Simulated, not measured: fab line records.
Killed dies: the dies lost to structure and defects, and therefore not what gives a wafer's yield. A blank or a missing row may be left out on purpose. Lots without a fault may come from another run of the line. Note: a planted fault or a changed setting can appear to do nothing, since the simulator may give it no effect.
Comparing a struck lot with a sound one :: flow sky130 :: 17 steps out of a route of 708
Sound: wafers L123.1, L123.3, L123.6. Struck: wafer L129.6 (L129.1, L129.2, from the same lot, were not struck and are left out); the cause is given at the end.
Order at every step that has rows: each side's tool, ch and its chambers, its first start. Under that, the readings that differ: sound wafers :: struck wafers :: difference of the means :: sigmas: that difference in standard deviations of wafers without a fault.
alike: words and numbers the same on both sides, and readings whose means are apart by under 2 such deviations; not compared: readings that were withheld, readings missing a value for some wafer, numbers with overlapping values and no deviation given by the record, and bounds like >300 which may hide the same value.
The two part at a step that has a row with sigmas, a row that says differs or no value, or rows on one side only. Numbers that don't overlap but have no deviation are shown without sigmas and don't part them. A reading that every wafer of one side lacks parts them only if that side has two wafers or more.

first, 3 steps without rows for these wafers: SKY_LI_CONTACT_EXPOSE_09 (exposes mask LICM1, target cd 170 nm); SKY_LI_CONTACT_PEB_10; SKY_LI_CONTACT_DEVELOP_11 (develop time 60 s).
SKY_LI_CONTACT_CD_MEAS_12 targets a cd of 170 nm.
  sound: cd-sem-01 at day 33 01:45; struck: cd-sem-02 at day 35 04:32
reading: cd-nm (nm)
sound: 167.9 169.0 169.2
struck: 172.3
difference: +3.6
sigmas: +3
SKY_LI_CONTACT_OVL_MEAS_13:
  sound: overlay-01 at day 33 01:52; struck: overlay-01 at day 35 04:40
  alike: LI_CONTACT_OVL
SKY_LI_CONTACT_ETCH_14: etches BARC in N2/H2, stops on SiO2, time 45.9 s, target depth 60 nm.
  sound on rie-diel-04 ch 0,1,3, day 33 01:54; struck on rie-diel-01 ch 1, day 35 04:41
  alike: drypump-motor-current-A, oes-product-au, throttle-valve-pct
  not compared: rf-hours-counter-h
SKY_LI_CONTACT_ETCH_15: etches PSG in C4F8/O2/Ar, stops on Si, target depth 600 nm.
  sound on rie-diel-04 ch 0,1,3, day 33 01:57; struck on rie-diel-01 ch 1, day 35 04:44
  alike: oes-product-au
SKY_LI_CONTACT_STRIP_16: strips in O2/N2.
  sound on plasma-asher-01 ch 0,1, day 33 02:02; struck on plasma-asher-02 ch 0, day 35 04:49
  alike: drypump-motor-current-A, oes-product-au, strip-time-to-endpoint-s
  not compared: rf-hours-counter-h
then, 2 steps without rows for these wafers: SKY_LI_CONTACT_CLEAN_17 (cleans in NMP, time 600 s); SKY_LI_CONTACT_PRE_CLEAN_18 (time 5.6 s).
SKY_LI_CONTACT_SPUTTER_19: material Ti, target thk 20 nm, time 106.37 s.
  sound: pvd-sputter-03 at day 33 02:20; struck: pvd-sputter-03 at day 35 05:07
  alike: throttle-valve-pct
then, 1 step without rows for these wafers: SKY_LI_CONTACT_SPUTTER_20 (material TiN, target thk 20 nm, time 80 s).
SKY_LI_CONTACT_CVD_21: deposits W, target thk 400 nm, time 120.56 s.
  sound on cvd-w-01 ch 0,1, day 33 02:29; struck on cvd-w-01 ch 0, day 35 05:15
reading: model.W_of_LI_CONTACT_CVD_21.thk-nm (nm)
sound: 399.7 398.6 403.4
struck: 422.5
difference: +21.9
sigmas: 
  alike: heater-power-w
  not compared: since-wet-clean-h
SKY_LI_CONTACT_RS_MEAS_22: a four-point-probe measurement.
  sound: film-metro-02 at day 33 02:37; struck: film-metro-03 at day 35 05:40
reading: LI_CONTACT_W_RS (ohm/sq)
sound: 0.285 0.286 0.282
struck: 0.269
difference: -0.015
sigmas: -4
  not compared: hold
SKY_LI_CONTACT_THK_MEAS_23: measures by xrf.
  sound: film-metro-02 at day 33 02:44; struck: film-metro-03 at day 35 05:47
reading: LI_CONTACT_W_THK (nm)
sound: 389 388 387
struck: 404
difference: +16
sigmas: +3
  not compared: hold
SKY_LI_CONTACT_CMP_24: polishes, stops on PSG, t overpolish 20 s, target thk 0 nm.
  sound on cmp-01 ch 1,2,3, day 33 02:53; struck on cmp-02 ch 1, day 35 05:56
  alike: motor-current-A, platen-rpm
  not compared: hold
SKY_PAD_OPEN_PROBE_99:
  rows exist in the record for the sound wafers here (prober-02, day 48 16:20), none for the struck ones

## WHERE THEY PART
Earliest at SKY_LI_CONTACT_CD_MEAS_12; latest, in this record, at SKY_PAD_OPEN_PROBE_99.

WHY: the cause the simulator had injected
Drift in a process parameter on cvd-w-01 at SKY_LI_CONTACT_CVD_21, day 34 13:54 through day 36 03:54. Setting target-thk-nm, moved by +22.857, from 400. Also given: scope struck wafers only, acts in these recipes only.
